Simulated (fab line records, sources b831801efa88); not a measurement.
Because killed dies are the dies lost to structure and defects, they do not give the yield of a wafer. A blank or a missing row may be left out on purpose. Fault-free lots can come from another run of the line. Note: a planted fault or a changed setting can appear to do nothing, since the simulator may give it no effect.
A struck lot beside a sound one | flow gf180mcu | 15 steps out of a route of 602
Sound: these wafers, L414.2, L414.4, L414.5. Struck: wafers L425.2, L425.4 (left out: L425.6, a lot-mate that was not struck); the cause follows at the end.
Each step with rows lists, per side, the tool, then ch with its chambers, then its first start. Under that, the readings that differ: sound wafers | struck wafers | difference of the means | sigmas: that difference in standard deviations of wafers without a fault.
alike: readings with means less than 2 such deviations apart, plus words and numbers identical on both sides. not compared: withheld readings, readings lacking a value on some wafer, bounds such as >300 that could conceal the same value, and numbers that have no deviation in the record and whose values overlap.
A row with sigmas, a row that says differs or no value, or rows on one side alone: a step with any of these is where the two part. Numbers that have no deviation but don't overlap get no sigmas and don't part them. Lack of a reading on every wafer of one side parts them only where that side has two or more wafers.

first, 4 steps without rows for these wafers: GF_TOP_METAL_SOFTBAKE_10 (time 60 s); GF_TOP_METAL_EXPOSE_11 (exposes mask MetalTop, target cd 440 nm); GF_TOP_METAL_PEB_12; GF_TOP_METAL_DEVELOP_13 (develop time 60 s).
GF_TOP_METAL_CD_MEAS_14: target cd 440 nm.
  sound: cdSem-01 at day 28 11:05; struck: cdSem-01 at day 31 17:52
  alike: cdNm
GF_TOP_METAL_OVL_MEAS_15:
  sound: overlay-02 at day 28 11:12; struck: overlay-01 at day 31 17:59
  alike: TOP_METAL_OVL
GF_TOP_METAL_METAL_ETCH_16: etches the open film in Cl2/BCl3, stops on SiO2, target depth 1197 nm, time 199.5 s.
  sound on rieMetal-03 ch 0,1, day 28 11:14; struck on rieMetal-02 ch 0, day 31 18:04
reading                  | sound       | struck  | difference | sigmas
drypumpMotorCurrentA (A) | 5.5 6.3 6.3 | 5.0 5.0 | -1.0       | -3
  alike: oesProductAu, throttleValvePct
  not compared: rfHoursCounterH
GF_TOP_METAL_STRIP_17: strips in O2/N2.
  sound on plasmaAsher-03 ch 1, day 28 11:25; struck on plasmaAsher-03 ch 0,1, day 31 18:23
  alike: drypumpMotorCurrentA, heaterPowerW, oesProductAu, stripTimeToEndpointS
  not compared: rfHoursCounterH
then, 2 steps without rows for these wafers: GF_TOP_METAL_STRIP_18 (strips in post etch residue remover, time 1200 s); GF_TOP_METAL_CLEAN_19 (cleans in DIW).
GF_PASSIVATION_CVD_00: deposits SiO2 from TEOS, target thk 1000 nm, time 111.95 s.
  sound on pecvd-02 ch 1,2, day 28 12:23; struck on pecvd-01 ch 0,2, day 31 18:58
  alike: heaterPowerOuterW, heaterPowerW, rfFwdPowerW
GF_PASSIVATION_THK_MEAS_01:
  sound: filmMetro-04 at day 28 12:28; struck: filmMetro-03 at day 31 19:03
  alike: PASSIVATION_CVD_00_THK
GF_PASSIVATION_CVD_02: deposits Si3N4, target thk 700 nm, time 486.18 s.
  sound on pecvd-01 ch 0, day 28 12:31; struck on pecvd-04 ch 1, day 31 19:06
reading                                      | sound             | struck      | difference | sigmas
rfFwdPowerW (W)                              | 448.2 449.8 448.4 | 380.4 378.5 | -69.4      | -50
model.Si3N4_of_PASSIVATION_CVD_02.thkNm (nm) | 692.1 698.3 695.3 | 654.6 673.2 | -31.3      | 
  alike: heaterPowerOuterW, heaterPowerW
GF_PASSIVATION_THK_MEAS_03:
  sound: filmMetro-03 at day 28 12:58; struck: filmMetro-03 at day 31 19:24
reading                     | sound       | struck  | difference | sigmas
PASSIVATION_CVD_02_THK (nm) | 692 698 695 | 654 674 | -31        | -4
then, 1 step without rows for these wafers: GF_PASSIVATION_DEHYDRATE_04 (time 60 s).

== WHERE THEY PART ==
Earliest at GF_TOP_METAL_METAL_ETCH_16; latest, in this record, at GF_PASSIVATION_THK_MEAS_03.

WHY: the cause the simulator had injected
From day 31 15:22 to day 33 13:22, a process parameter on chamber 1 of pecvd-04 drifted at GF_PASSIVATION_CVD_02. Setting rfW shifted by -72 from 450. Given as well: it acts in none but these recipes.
